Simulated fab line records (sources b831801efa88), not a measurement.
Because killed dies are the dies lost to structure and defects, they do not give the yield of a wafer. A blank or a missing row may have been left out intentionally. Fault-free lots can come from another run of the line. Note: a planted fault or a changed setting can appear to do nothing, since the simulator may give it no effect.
fab line records	flow sky130
record: lots: 11	wafers: 33	last-day: 50
route steps=708 shown GATE_OXIDE@197 POLY_GATE@205 LDD_N@246 PAD_OPEN@708
lots untouched by any fault: they come from a run of this same line in which no faults occurred
start-h: start of the lot's first displayed wafer, in hours after the record's first day	wait-h: time in hours since the lot's previous step	" as in the row above	L1.1+2: several wafers, shown together as one row	- either no value or no given start	* or withheld: withheld	< > ~ a bound
route shown NAME@n: NAME is a module with steps in the file, n the number in the route of the first one	usual: mean/standard deviation taken from wafers without a fault	same: alike in all rows	chamber/n: place in a boat	sites: readings site by site	_std_site: standard deviation of those values	_edge_site: mean of outer sites minus mean of inner sites	radius-mm: how far each site lies from the wafer's centre	mask NAME#n: copy n	behind: the most recent tool/chamber to have shaped the wafer	hold: why the lot went on hold/how many hours it stayed there/how the hold came to an end	device: which transistor (n, p or np) failed to switch	end of line: at the end of the route, the tests of the same wafers	step lacking rows: just its recipe	killed: at the first sort, the dies lost to defects and structure; wafer yield is something else	map: the dies of a wafer, with x for killed, . for not killed, _ for no die there
set.NAME: setting as actually run; set.NAME@STEP: the setting as run at that earlier step	model.NAME: the simulator's own value behind a step, which no gauge read
the route's steps for a sample of lots (tables are steps, rows are wafers)
services: when a tool's chamber went out of use (start-h, in hours from the record's first day, below 0 if earlier), for how many hours, and the reason
== steps ==
step: SKY_GATE_OXIDE_OVL_MEAS_10
usual: GATE_OXIDE_OVL: 0.3/1.6
lot.wafer	tool	chamber	start-h	wait-h	GATE_OXIDE_OVL[nm]
L909.2	overlay-02	-	305.79	0.1	-2.2
L909.3	"	-	"	"	-1.4
L909.4	"	-	"	"	0.5
L910.2	overlay-01	-	316.89	0.1	-0.1
L910.3	"	-	"	"	-2.5
L910.5	"	-	"	"	0.1
L911.1	overlay-02	-	319.27	0.1	1.3
L911.2	"	-	"	"	1.8
L911.6	"	-	"	"	-0.2
L913.1	overlay-02	-	341.58	0.1	-1.6
L913.5	"	-	"	"	1.2
L913.6	"	-	"	"	-0.1
L914.1	overlay-01	-	347.12	0.1	2.8
L914.3	"	-	"	"	1.6
L914.4	"	-	"	"	2.7
L916.1	overlay-01	-	366.33	0.1	2.5
L916.4	"	-	"	"	1.6
L916.6	"	-	"	"	2.2
L919.1	overlay-02	-	393.03	0.1	-2.3
L919.2	"	-	"	"	-3.1
L919.5	"	-	"	"	-2.1
L924.2	overlay-02	-	443.63	0.1	0.0
L924.4	"	-	"	"	-2.6
L924.6	"	-	"	"	-3.0
L926.2	overlay-01	-	455.24	0.1	-0.4
L926.5	"	-	"	"	-0.6
L926.6	"	-	"	"	-1.3
L930.1	overlay-02	-	495.78	0.1	-1.4
L930.4	"	-	"	"	-1.4
L930.5	"	-	"	"	0.2
L931.2	overlay-01	-	501.58	0.1	4.1
L931.3	"	-	"	"	2.8
L931.4	"	-	"	"	1.6
step: SKY_POLY_GATE_THK_MEAS_01
recipe: reads: poly-Si_of_POLY_GATE_CVD_00
usual: POLY_GATE_CVD_00_THK: 180.3/1.6
lot.wafer	tool	chamber	start-h	wait-h	POLY_GATE_CVD_00_THK[nm]
L909.2	film-metro-03	-	309.64	0.0	179.7
L909.3	"	-	"	"	180.4
L909.4	"	-	"	"	179.8
L910.2	film-metro-02	-	320.62	0.0	176.2
L910.3	"	-	"	"	177.7
L910.5	"	-	"	"	178.7
L911.1	film-metro-01	-	323.71	0.0	180.7
L911.2	"	-	"	"	180.7
L911.6	"	-	"	"	180.3
L913.1	film-metro-02	-	345.88	0.0	181.0
L913.5	"	-	"	"	179.1
L913.6	"	-	"	"	179.1
L914.1	film-metro-03	-	350.35	0.0	178.3
L914.3	"	-	"	"	180.0
L914.4	"	-	"	"	178.6
L916.1	film-metro-03	-	370.35	0.0	180.5
L916.4	"	-	"	"	178.2
L916.6	"	-	"	"	180.8
L919.1	film-metro-02	-	396.27	0.0	183.2
L919.2	"	-	"	"	183.4
L919.5	"	-	"	"	183.1
L924.2	film-metro-02	-	446.86	0.0	181.3
L924.4	"	-	"	"	180.4
L924.6	"	-	"	"	181.9
L926.2	film-metro-03	-	459.76	0.0	177.5
L926.5	"	-	"	"	177.8
L926.6	"	-	"	"	177.8
L930.1	film-metro-03	-	499.93	0.0	182.2
L930.4	"	-	"	"	182.9
L930.5	"	-	"	"	183.3
L931.2	film-metro-02	-	504.84	0.0	182.5
L931.3	"	-	"	"	182.5
L931.4	"	-	"	"	183.3
step: SKY_POLY_GATE_ETCH_15
recipe: chemistry: N2/H2	target: BARC	ion-energy-ev: 200	source-w: 500	bias-w: 97.65	pressure-mtorr: 30	n2-flow-sccm: 100	h2-flow-sccm: 200	stop-on: SiO2	time-s: 118.5	target-depth-a: 1100
usual: drypump-motor-current-A: 5.8/0.48	oes-product-au: 0.716/0.0043	throttle-valve-pct: 13.214/0.0092
same: time-s: 118.5
lot.wafer	tool	chamber	start-h	wait-h	drypump-motor-current-A	oes-product-au	rf-hours-counter-h	throttle-valve-pct
L909.2	rie-diel-03	1	365.05	0.0	6.2	0.716	3	13.219
L909.3	"	2	"	"	6.3	0.716	10	13.219
L909.4	"	3	"	"	4.7	0.711	35	13.202
L910.2	rie-diel-01	1	375.74	0.0	5.8	0.721	82	13.220
L910.3	"	0	"	"	5.5	0.719	46	13.210
L910.5	"	1	"	"	5.8	0.710	-	13.215
L911.1	rie-diel-01	3	380.05	0.0	6.2	0.717	40	13.220
L911.2	"	0	"	"	5.5	0.722	46	13.228
L911.6	"	3	"	"	6.2	0.722	-	13.211
L913.1	rie-diel-04	2	405.89	0.0	5.4	0.718	88	13.225
L913.5	"	1	"	"	5.6	0.723	-	13.232
L913.6	"	2	"	"	5.4	0.713	-	13.230
L914.1	rie-diel-01	2	411.10	0.0	5.2	0.710	12	13.203
L914.3	"	1	"	"	5.7	0.709	83	13.196
L914.4	"	0	"	"	5.5	0.719	47	13.223
L916.1	rie-diel-04	0	432.85	0.0	6.1	0.719	74	13.196
L916.4	"	1	"	"	5.6	0.720	9	13.210
L916.6	"	3	"	"	5.7	0.726	-	13.207
L919.1	rie-diel-03	3	458.94	0.0	4.7	0.715	36	13.225
L919.2	"	0	"	"	5.6	0.718	3	13.220
L919.5	"	1	"	"	6.2	0.719	-	13.207
L924.2	rie-diel-01	3	509.94	0.0	6.3	0.711	42	13.220
L924.4	"	2	"	"	5.2	0.715	14	13.218
L924.6	"	0	"	"	5.5	0.718	-	13.222
L926.2	rie-diel-03	0	524.14	0.0	5.6	0.721	4	13.211
L926.5	"	1	"	"	6.2	0.723	-	13.220
L926.6	"	2	"	"	6.3	0.710	-	13.212
L930.1	rie-diel-01	0	561.49	0.0	5.4	0.717	49	13.222
L930.4	"	2	"	"	5.2	0.719	-	13.219
L930.5	"	0	"	"	5.5	0.714	-	13.212
L931.2	rie-diel-03	3	566.69	0.0	4.7	0.717	38	13.204
L931.3	"	0	"	"	5.6	0.724	5	13.218
L931.4	"	1	"	"	6.2	0.719	8	13.207
step: SKY_LDD_N_IMPLANT_09
recipe: species: As	energy-kev: 20	dose-cm2: 7.5e+13	tilt-deg: withheld	rotation-deg: 113
usual: beam-on-s: 10.05/0.23	dose-ions-cm2: 7.498e+13/7e+10	faraday-current-uA: 421/9.4
lot.wafer	tool	chamber	start-h	wait-h	beam-on-s	dose-ions-cm2	faraday-current-uA
L909.2	implanter-03	0	397.38	0.1	9.93	7.489e+13	425
L909.3	"	0	"	"	10.02	7.511e+13	424
L909.4	"	0	"	"	10.05	7.5e+13	420
L910.2	implanter-02	0	406.73	0.1	9.86	7.495e+13	429
L910.3	"	0	"	"	10.42	7.504e+13	405
L910.5	"	0	"	"	9.79	7.501e+13	428
L911.1	implanter-02	0	412.08	0.1	10.07	7.501e+13	420
L911.2	"	0	"	"	10.20	7.5e+13	415
L911.6	"	0	"	"	10.10	7.509e+13	418
L913.1	implanter-03	0	439.07	0.1	10.51	7.497e+13	401
L913.5	"	0	"	"	9.70	7.507e+13	434
L913.6	"	0	"	"	9.79	7.506e+13	432
L914.1	implanter-04	0	445.12	0.1	10.21	7.486e+13	414
L914.3	"	0	"	"	10.20	7.495e+13	413
L914.4	"	0	"	"	10.22	7.497e+13	413
L916.1	implanter-03	0	467.53	0.1	9.82	7.497e+13	431
L916.4	"	0	"	"	9.93	7.508e+13	424
L916.6	"	0	"	"	9.75	7.488e+13	434
L919.1	implanter-04	0	493.41	0.1	10.06	7.507e+13	418
L919.2	"	0	"	"	9.81	7.488e+13	429
L919.5	"	0	"	"	10.29	7.496e+13	410
L924.2	implanter-04	0	542.38	0.1	10.86	9.32e+13	483
L924.4	"	0	"	"	10.63	9.312e+13	491
L924.6	"	0	"	"	11.01	9.315e+13	478
L926.2	implanter-04	0	556.53	0.1	11.11	9.311e+13	471
L926.5	"	0	"	"	10.56	9.311e+13	496
L926.6	"	0	"	"	10.32	9.31e+13	507
L930.1	implanter-02	0	593.16	0.1	10.19	7.494e+13	417
L930.4	"	0	"	"	10.55	7.496e+13	400
L930.5	"	0	"	"	9.98	7.497e+13	421
L931.2	implanter-02	0	598.65	0.1	10.20	7.491e+13	415
L931.3	"	0	"	"	10.16	7.496e+13	414
L931.4	"	0	"	"	10.19	7.48e+13	415
step: SKY_LDD_N_STRIP_16
recipe: chemistry: O2/N2	power-w: 1400	pressure-mtorr: 1500	platen-temp-c: withheld	o2-flow-sccm: 3000	n2-flow-sccm: 300	overash-fraction: 0.5
usual: drypump-motor-current-A: 6.08/0.25	oes-product-au: 0.407/0.0046	strip-time-to-endpoint-s: 4.317/0.016
lot.wafer	tool	chamber	start-h	wait-h	drypump-motor-current-A	oes-product-au	rf-hours-counter-h	strip-time-to-endpoint-s
L909.2	plasma-asher-04	0	398.41	0.1	6.25	0.407	74	4.305
L909.3	"	0	"	"	6.27	0.408	-	4.339
L909.4	"	1	"	"	5.97	0.403	-	4.320
L910.2	plasma-asher-04	0	407.76	0.1	6.27	0.403	75	4.299
L910.3	"	1	"	"	5.99	0.405	-	4.317
L910.5	"	1	"	"	5.97	0.416	-	4.305
L911.1	plasma-asher-01	0	413.13	0.1	5.58	0.399	71	4.290
L911.2	"	1	"	"	6.06	0.401	71	4.325
L911.6	"	0	"	"	5.58	0.408	-	4.316
L913.1	plasma-asher-03	0	440.12	0.1	6.39	0.403	61	4.293
L913.5	"	0	"	"	6.40	0.407	-	4.299
L913.6	"	1	"	"	6.02	0.407	-	4.292
L914.1	plasma-asher-04	0	446.17	0.1	6.29	0.403	1	4.304
L914.3	"	1	"	"	5.99	0.404	-	4.310
L914.4	"	0	"	"	6.25	0.403	-	4.303
L916.1	plasma-asher-03	1	468.58	0.1	6.03	0.414	64	4.313
L916.4	"	1	"	"	6.00	0.406	-	4.310
L916.6	"	0	"	"	6.47	0.412	-	4.338
L919.1	plasma-asher-01	0	494.46	0.1	5.60	0.408	79	4.334
L919.2	"	1	"	"	6.06	0.410	79	4.321
L919.5	"	0	"	"	5.61	0.408	-	4.307
L924.2	plasma-asher-01	0	543.41	0.1	5.60	0.404	84	4.376
L924.4	"	1	"	"	6.02	0.402	-	4.385
L924.6	"	1	"	"	6.01	0.400	-	4.387
L926.2	plasma-asher-01	0	557.56	0.1	5.58	0.400	85	4.374
L926.5	"	1	"	"	6.03	0.398	-	4.355
L926.6	"	0	"	"	5.58	0.412	-	4.369
L930.1	plasma-asher-04	1	594.21	0.1	5.96	0.407	16	4.350
L930.4	"	1	"	"	5.98	0.402	-	4.343
L930.5	"	1	"	"	5.97	0.418	-	4.353
L931.2	plasma-asher-01	0	599.68	0.1	5.58	0.406	90	4.291
L931.3	"	0	"	"	5.56	0.405	-	4.280
L931.4	"	1	"	"	6.04	0.409	-	4.304
step: SKY_PAD_OPEN_PROBE_99
usual: killed_at_M0_to_M3: 44/7	killed_at_M4_up: 3.2/2	killed-at-contacts: 25/5.3	killed-at-front-end: 15/4.3	killed-at-other: 0.3/0.54	killed-dies: 86/8.7	killed-open: 47/6.4	killed-short: 39/5.6
same: gross-dies: 492	killed-at-back-side: 0
lot.wafer	tool	chamber	start-h	wait-h	killed_at_M0_to_M3	killed_at_M4_up	killed-at-contacts	killed-at-front-end	killed-at-other	killed-dies	killed-open	killed-short
L911.1	prober-01	-	1082.40	0.1	45	3	30	14	0	92	50	42
L911.2	prober-01	-	1082.45	0.1	35	3	35	11	0	84	48	36
L911.6	prober-01	-	1082.65	0.2	50	2	26	11	1	90	53	36
L914.1	prober-02	-	1103.81	0.1	42	2	21	21	0	86	40	46
L914.3	prober-02	-	1103.91	0.2	47	3	22	12	1	85	45	39
L914.4	prober-02	-	1103.96	0.2	37	3	21	17	0	78	44	34
L916.1	prober-02	-	1117.21	0.1	42	6	23	15	0	86	48	38
L916.4	prober-02	-	1117.36	0.2	51	1	15	10	1	78	45	33
L916.6	prober-02	-	1117.46	0.2	35	8	17	18	0	78	44	34
L924.2	prober-01	-	1166.30	0.1	44	3	20	20	0	87	45	40
L924.4	prober-01	-	1166.40	0.2	37	4	21	19	1	82	45	35
L924.6	prober-01	-	1166.50	0.2	38	2	17	15	1	73	40	33
L926.2	prober-02	-	1172.50	0.1	51	1	18	21	1	92	52	40
L926.5	prober-02	-	1172.65	0.2	40	6	22	15	1	84	42	42
L926.6	prober-02	-	1172.70	0.2	40	6	21	17	1	85	48	37
killed by level:class
L911.1 CONTACT:geometric-particle:open=12 VIA1:geometric-particle:open=12 CONTACT:geometric-particle:short=10 METAL1:geometric-particle:short=8 VIA2:geometric-particle:open=7 POLY_GATE:geometric-particle:short=5 LI_CONTACT:geometric-particle:open=5 VIA3:geometric-particle:open=4
L911.2 CONTACT:geometric-particle:open=15 VIA1:geometric-particle:open=10 LI_CONTACT:geometric-particle:open=8 CONTACT:geometric-particle:short=5 METAL2:geometric-particle:short=5 VIA3:geometric-particle:open=5 LOCAL_INTERCONNECT:geometric-particle:short=4 METAL1:geometric-particle:short=4
L911.6 VIA1:geometric-particle:open=14 CONTACT:geometric-particle:open=13 METAL1:geometric-particle:short=7 VIA1:geometric-particle:short=6 VIA3:geometric-particle:open=6 CONTACT:geometric-particle:short=4 LOCAL_INTERCONNECT:geometric-particle:short=4 METAL2:geometric-particle:short=4
L914.1 VIA1:geometric-particle:short=11 LI_CONTACT:geometric-particle:open=8 FIELD_ISO:geometric-particle:short=7 POLY_GATE:geometric-particle:open=7 CONTACT:geometric-particle:open=6 METAL2:geometric-particle:short=5 VIA2:geometric-particle:open=5 METAL3:geometric-particle:short=5
L914.3 CONTACT:geometric-particle:open=10 VIA1:geometric-particle:open=10 VIA2:geometric-particle:open=7 METAL2:geometric-particle:short=7 LI_CONTACT:geometric-particle:open=6 FIELD_ISO:geometric-particle:short=4 VIA3:geometric-particle:open=4 VIA1:geometric-particle:short=4
L914.4 VIA1:geometric-particle:open=12 CONTACT:geometric-particle:open=8 LI_CONTACT:geometric-particle:open=6 FIELD_ISO:geometric-particle:open=5 POLY_GATE:geometric-particle:open=5 METAL1:geometric-particle:short=5 METAL2:geometric-particle:short=5 FIELD_ISO:geometric-particle:short=4
L916.1 VIA1:geometric-particle:open=10 CONTACT:geometric-particle:open=9 VIA3:geometric-particle:open=9 METAL2:geometric-particle:short=7 POLY_GATE:geometric-particle:short=5 METAL4:geometric-particle:short=5 METAL1:geometric-particle:short=5 VIA2:geometric-particle:open=5
L916.4 VIA1:geometric-particle:open=11 VIA3:geometric-particle:open=10 METAL2:geometric-particle:short=6 CONTACT:geometric-particle:open=6 METAL1:geometric-particle:short=5 VIA2:geometric-particle:open=5 VIA2:geometric-particle:short=4 FIELD_ISO:geometric-particle:open=3
L916.6 VIA1:geometric-particle:open=8 METAL2:geometric-particle:short=7 POLY_GATE:geometric-particle:open=6 VIA2:geometric-particle:open=6 LOCAL_INTERCONNECT:geometric-particle:short=5 CONTACT:geometric-particle:open=5 FIELD_ISO:geometric-particle:open=4 POLY_GATE:geometric-particle:short=4
L924.2 VIA1:geometric-particle:open=13 LI_CONTACT:geometric-particle:open=7 METAL1:geometric-particle:short=7 FIELD_ISO:geometric-particle:open=6 METAL2:geometric-particle:short=6 FIELD_ISO:geometric-particle:short=4 VIA1:geometric-particle:short=4 LOCAL_INTERCONNECT:geometric-particle:short=4
L924.4 VIA1:geometric-particle:open=12 METAL2:geometric-particle:short=7 FIELD_ISO:geometric-particle:open=6 LI_CONTACT:geometric-particle:open=6 LOCAL_INTERCONNECT:geometric-particle:short=5 VIA2:geometric-particle:open=5 CONTACT:geometric-particle:open=5 VIA3:geometric-particle:open=5
L924.6 VIA1:geometric-particle:open=13 VIA3:geometric-particle:open=7 METAL2:geometric-particle:short=6 FIELD_ISO:geometric-particle:open=5 CONTACT:geometric-particle:open=5 LI_CONTACT:geometric-particle:open=4 LOCAL_INTERCONNECT:geometric-particle:short=4 FIELD_ISO:geometric-particle:short=3
L926.2 VIA1:geometric-particle:open=10 VIA3:geometric-particle:open=8 METAL1:geometric-particle:short=8 METAL2:geometric-particle:short=8 VIA2:geometric-particle:open=7 FIELD_ISO:geometric-particle:short=6 POLY_GATE:geometric-particle:open=6 CONTACT:geometric-particle:open=6
L926.5 LI_CONTACT:geometric-particle:open=9 FIELD_ISO:geometric-particle:short=8 CONTACT:geometric-particle:open=8 VIA1:geometric-particle:open=8 METAL1:geometric-particle:short=6 VIA1:geometric-particle:short=5 VIA2:geometric-particle:open=5 METAL4:geometric-particle:short=5
L926.6 CONTACT:geometric-particle:open=8 FIELD_ISO:geometric-particle:open=7 LI_CONTACT:geometric-particle:open=7 METAL2:geometric-particle:short=6 VIA1:geometric-particle:open=6 VIA2:geometric-particle:open=5 VIA3:geometric-particle:open=5 POLY_GATE:geometric-particle:open=4
== services ==
tool	chamber	start-h	hours	kind
implanter-03	-	342.43	1.3	repair
implanter-02	-	346.58	4.1	pm
plasma-asher-01	-	352.47	6.1	repair
plasma-asher-01	-	354.64	6.3	repair
rie-diel-01	2	393.26	14.2	repair
plasma-asher-01	-	396.24	4.5	repair
plasma-asher-04	-	401.99	0.6	repair
rie-diel-01	-	420.78	14.6	pm
plasma-asher-04	-	421.25	9.0	pm
rie-diel-03	3	421.82	6.6	repair
rie-diel-01	-	435.57	2.8	pm
plasma-asher-01	-	442.55	13.8	repair
implanter-04	-	459.14	11.1	repair
rie-diel-03	0	470.28	11.3	repair
rie-diel-01	-	472.26	1.2	repair
implanter-02	-	473.36	105.9	repair
implanter-04	-	480.74	5.0	pm
implanter-02	-	498.30	3.9	repair
rie-diel-03	3	505.13	4.1	repair
rie-diel-03	2	510.57	10.1	repair
rie-diel-01	2	525.63	9.8	repair
rie-diel-03	3	530.59	4.7	repair
rie-diel-01	0	571.26	19.7	repair
implanter-04	-	591.83	3.2	pm
== key ==
first-sign: step: SKY_LDD_N_IMPLANT_09	reading: dose-ions-cm2	direction: up	sigmas: 99+	usual: *	struck: *
effect: step: SKY_LDD_N_IMPLANT_09	reading: faraday-current-uA	direction: up	sigmas: 7.2	usual: 421	struck: 488
effect: step: SKY_LDD_N_STRIP_16	reading: strip-time-to-endpoint-s	direction: up	sigmas: 3.5	usual: *	struck: *
met-at SKY_LDD_N_IMPLANT_09
struck-lots L924,L926
tester-left-out L924,L926
not-acting-at SKY_GATE_OXIDE_OVL_MEAS_10,SKY_POLY_GATE_THK_MEAS_01,SKY_POLY_GATE_ETCH_15
onset-between 493.41 542.38
fault: kind: process-parameter-drift	tool: implanter-04	chamber: -	onset-h: 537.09	steps: SKY_LDD_N_IMPLANT_09	channel: dose-cm2	offset: *	shape: step	end-h: 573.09	acts-in: *	stated: *
tester-left-out: of these lots the tester's yield and bins aren't shown, on N5 and GAA mostly nor the transistor test; their killed dies are dies lost to structure and defects alone, not to doping, threshold or leakage, so they don't give the yield
